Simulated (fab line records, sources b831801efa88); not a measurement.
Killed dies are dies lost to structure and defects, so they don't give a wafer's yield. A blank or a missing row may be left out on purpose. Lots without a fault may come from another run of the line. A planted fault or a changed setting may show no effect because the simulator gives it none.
Which tool did it? | flow gf180mcu | 7 lots, 21 wafers sampled, at 2 steps of a route of 602

WHAT THE GAUGES READ, wafer by wafer
GF_VT_IMPLANT_TW_MEAS_32.
lot  | measured     | on            | VT_IMPLANT_3_TW
L668 | day 7 12:30  | film_metro-02 | 267 267 267
L673 | day 8 12:33  | film_metro-03 | 275 275 274
L676 | day 9 06:42  | film_metro-03 | 277 277 275
L678 | day 9 22:10  | film_metro-01 | 335 337 336
L682 | day 11 02:10 | film_metro-01 | 275 275 274
L685 | day 11 22:33 | film_metro-01 | 275 275 276
L690 | day 13 05:07 | film_metro-01 | 275 275 274

WHICH TOOL RAN EACH LOT (tool, then ch and the chambers of the sampled wafers, then the start)
lot  | GF_VT_IMPLANT_IMPLANT_30
L668 | implanter-04 ch 0, day 7 12:15
L673 | implanter-01 ch 0, day 8 12:18
L676 | implanter-01 ch 0, day 9 06:27
L678 | implanter-03 ch 0, day 9 21:37
L682 | implanter-03 ch 0, day 11 01:55
L685 | implanter-04 ch 0, day 11 22:18
L690 | implanter-04 ch 0, day 13 04:52
- GF_VT_IMPLANT_IMPLANT_30

THE ANSWER, worked out from the rows above alone
Rule: what is usual is taken from the lots themselves. Put in order of their means at a reading, lots are off if they are a third of the lots or fewer, leave a main group of 4 or more, and stand apart from it by a gap of 3 or more times the standard deviation of the main group's means; of several such gaps the widest counts. A main group whose means are all the same, to the digits that the tables above print for the reading, isn't used. A lot without any number at a reading at which 4 lots or more have one is off too. The other lots that the step has rows for count as sound.
Off: L678, at GF_VT_IMPLANT_TW_MEAS_32 (VT_IMPLANT_3_TW). The main group: mean 274, standard deviation 3.1.
A tool fits if, at a process step before that reading, it ran every lot that is off, and no sound lot after the first of them. The gauges at GF_VT_IMPLANT_TW_MEAS_32 are tried like those tools. None of those tried fits.

WHAT THE SIMULATOR HAD PUT IN
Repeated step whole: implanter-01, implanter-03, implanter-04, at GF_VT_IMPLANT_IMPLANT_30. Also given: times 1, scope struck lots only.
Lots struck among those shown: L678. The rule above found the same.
